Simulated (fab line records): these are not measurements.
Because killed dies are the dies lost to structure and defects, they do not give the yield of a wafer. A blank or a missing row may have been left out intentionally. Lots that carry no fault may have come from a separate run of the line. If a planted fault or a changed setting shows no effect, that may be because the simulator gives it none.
Code-filled problem report in 8D (eight disciplines) form | flow sky130 | the parts of the form that need people (team, actions taken, sign-off) are left out

1. WHAT WENT WRONG
Mean LI_CONTACT_HDPCVD_THK at SKY_LI_CONTACT_THK_MEAS_01: 1009 nm over 3 wafers in 2 lots; fault-free wafers: 928 nm, standard deviation 7.8. That puts it +10 standard deviations away from the usual mean.
The first sign was on wafer L722.6 at day 33 02:11, on film metro-03. At this step, 36 wafers from 12 lots have a number in the record. By rule, "out" or "out of limits" means more than 4 standard deviations away from the usual mean. All remaining wafers that have a number are taken as sound.

2. WHAT IT IS, WHAT IT ISN'T
question                    | is                           | is not
which readings at this step | LI_CONTACT_HDPCVD_THK        | -
which lots                  | L722, L724                   | L707, L708, L709, L714, L716, L717, L718, L723, L725, L728
which wafers of those lots  | L722.6, L724.5, L724.6       | L722.2, L722.4, L724.4
read on which gauges        | film metro-03, film metro-04 | film metro-02
when                        | from day 33 02:11            | up to then (23 sound wafers); but 10 sound wafers of L723, L724, L725, L728 came after

3. THE SUSPECTS, EACH WITH WHAT RULES IT OUT
Counting: any tool at a process step up to the reading remains a suspect provided it ran every lot that is out. Sound lots after the first of them don't rule it out here, since some wafers of a struck lot are sound.
- ruled out: the gauge at SKY_LI_CONTACT_THK_MEAS_01. Those wafers that are out were read across 2 gauges (film metro-03, film metro-04).
- hdpcvd-02 at SKY_LI_CONTACT_HDPCVD_00 (deposits PSG, target thk 930 nm, time 155 s): kept. Every lot that is out went through it, the first being L722 (day 33 02:04); the last sound lot it ran before that was L717 (day 31 08:49). On those wafers its own readings are out: run length s.
After counting, what remains is hdpcvd-02 at SKY_LI_CONTACT_HDPCVD_00.

4. THE CAUSE (what the simulator had put in)
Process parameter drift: hdpcvd-02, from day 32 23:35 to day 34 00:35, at SKY_LI_CONTACT_HDPCVD_00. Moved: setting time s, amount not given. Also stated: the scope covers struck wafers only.
This tool alone remained once counting was done.

5. THE CHAIN OF EFFECTS, in route order
Each row: a reading where the mean over the struck wafers with a number is more than 3 standard deviations away from the usual. Readings are gone through only where the record gives a usual standard deviation; hours: the median, over the lots, of the time from a lot's start at the first step in this table giving one to that lot's start at this step; sigmas: the change measured in usual standard deviations.
hours | step                       | reading               | usual   | on struck wafers | change | sigmas
0     | SKY_LI_CONTACT_HDPCVD_00   | run length s          | 182.8 s | 197.4            | +14.6  | +32
0     | SKY_LI_CONTACT_THK_MEAS_01 | LI_CONTACT_HDPCVD_THK | 928 nm  | 1009             | +81    | +10
3     | SKY_LI_CONTACT_CMP_02      | time to endpoint s    | 32.4 s  | 40.0             | +7.6   | +3.2
Its process steps:
- SKY_LI_CONTACT_HDPCVD_00: deposits PSG, target thk 930 nm, time 155 s.
- SKY_LI_CONTACT_CMP_02: polishes PSG.
Later steps that measure or inspect, where all struck wafers having a row at the step show a number for every such reading and not one has moved that far: SKY_CONTACT_THK_MEAS_01.

6. HOW IT WOULD HAVE BEEN CAUGHT EARLIER
The first out-of-limits reading at a measuring or inspecting step in this record came at day 33 02:11, 3 hours after the fault's start at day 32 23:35.
The tool's own readings at SKY_LI_CONTACT_HDPCVD_00 were out on every struck wafer that the step has a row for (run length s): an alarm limit on them would have fired on the first of those.
Lots out: 2; of these, L724 started SKY_LI_CONTACT_HDPCVD_00 on hdpcvd-02 after day 33 02:11. A tool hold placed at that time would have kept it from harm.
